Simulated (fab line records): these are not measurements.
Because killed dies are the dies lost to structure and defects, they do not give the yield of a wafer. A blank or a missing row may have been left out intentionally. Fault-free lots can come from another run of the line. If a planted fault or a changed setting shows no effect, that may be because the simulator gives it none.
Which of the tools did it? ; flow sky130 ; 36 wafers from 12 lots sampled at 3 of the route's 708 steps

WHAT EACH GAUGE READ, for each wafer
SKY_VT_ADJUST_NCORE_OVL_MEAS_08.
lot;measured;on;VT_ADJUST_NCORE_OVL (nm)
L221;day 8 09:53;overlay-02;-0.9 -1.2 0.4
L222;day 8 16:08;overlay-02;-2.1 -0.9 -0.7
L223;day 8 22:59;overlay-02;2.0 0.8 -0.2
L225;day 9 17:28;overlay-01;2.0 2.5 2.1
L227;day 9 23:11;overlay-02;0.2 -2.3 -1.1
L234;day 12 07:23;overlay-02;-0.1 0.5 1.2
L235;day 12 11:34;overlay-01;0.4 1.1 -1.6
L239;day 13 22:45;overlay-02;-2.6 -2.2 -1.3
L240;day 14 08:11;overlay-02;-1.0 0.7 0.1
L241;day 14 10:51;overlay-02;-0.7 0.7 -1.0
L242;day 14 13:50;overlay-01;-1.4 -2.5 -2.0
L243;day 14 20:51;overlay-01;-0.7 -1.2 -1.5

SKY_VT_ADJUST_NCORE_TW_MEAS_11.
lot;measured;on;VT_ADJUST_NCORE_TW
L221;day 8 10:11;film-metro-01;224.3 223.6 224.0
L222;day 8 16:25;film-metro-01;223.7 223.8 223.6
L223;day 8 23:16;film-metro-01;224.0 223.6 223.8
L225;day 9 18:04;film-metro-01;273.5 271.9 272.1 271.6 270.7 270.5
L227;day 9 23:48;film-metro-01;272.4 272.4 271.2 271.4 272.5 272.1
L234;day 12 07:41;film-metro-01;223.9 222.8 223.7
L235;day 12 11:50;film-metro-01;223.3 223.7 222.3
L239;day 13 23:02;film-metro-04;220.5 221.6 220.5
L240;day 14 08:28;film-metro-04;220.7 222.3 220.5
L241;day 14 11:08;film-metro-03;219.0 217.5 219.0
L242;day 14 14:07;film-metro-01;224.2 223.5 223.9
L243;day 14 21:09;film-metro-01;223.4 223.1 223.0

TOOL THAT RAN EACH LOT (tool first, then ch and the chambers of the sampled wafers, then the start)
lot;SKY_VT_ADJUST_NCORE_IMPLANT_09
L221;implanter-01 ch 0, day 8 09:59
L222;implanter-04 ch 0, day 8 16:11
L223;implanter-01 ch 0, day 8 23:01
L225;implanter-02 ch 0, day 9 17:29
L227;implanter-04 ch 0, day 9 23:14
L234;implanter-02 ch 0, day 12 07:26
L235;implanter-01 ch 0, day 12 11:35
L239;implanter-04 ch 0, day 13 22:49
L240;implanter-04 ch 0, day 14 08:13
L241;implanter-01 ch 0, day 14 10:55
L242;implanter-01 ch 0, day 14 13:52
L243;implanter-02 ch 0, day 14 20:56
- SKY_VT_ADJUST_NCORE_IMPLANT_09

WHAT THE TOOLS THEMSELVES READ (means of the sampled wafers that have a number; where no wafer has one, the mark that the record gives instead)
SKY_VT_ADJUST_NCORE_IMPLANT_09.
lot;tool;beam-on-s (s)
L221;implanter-01;10.02
L222;implanter-04;9.82
L223;implanter-01;9.90
L225;implanter-02;10.09
L227;implanter-04;9.98
L234;implanter-02;10.03
L235;implanter-01;10.19
L239;implanter-04;10.21
L240;implanter-04;9.94
L241;implanter-01;9.97
L242;implanter-01;10.05
L243;implanter-02;10.10

THE ANSWER, worked out from the rows above alone
Rule: usual is defined by the lots themselves. The widest of any qualifying gaps counts: lots, ordered by their means at a reading, are off when they make up no more than a third of the lots, leave a main group of 4 or more, and stand apart from it by 3 or more times the standard deviation of that group's means. A main group whose means are all the same, to the digits that the tables above print for the reading, isn't used. A lot without any number at a reading at which 4 lots or more have one is off too. The other lots that the step has rows for count as sound. First the gauges in route order, then the tools' own readings, where a lot's mean is used as printed above. The first step at which some lot is off is used, and at that step the reading that is off furthest; a lot without a number counts as furthest.
Off: L225, L227, at SKY_VT_ADJUST_NCORE_TW_MEAS_11 (VT_ADJUST_NCORE_TW). Mean 222.6 and standard deviation 1.7 in the main group.
If a tool, at a process step before that reading, ran all the lots that are off and no sound lot after the first of them, it fits. Those tools and the gauges at SKY_VT_ADJUST_NCORE_TW_MEAS_11 are tried in the same way. None of those tried fits.

WHAT THE SIMULATOR HAD INSERTED
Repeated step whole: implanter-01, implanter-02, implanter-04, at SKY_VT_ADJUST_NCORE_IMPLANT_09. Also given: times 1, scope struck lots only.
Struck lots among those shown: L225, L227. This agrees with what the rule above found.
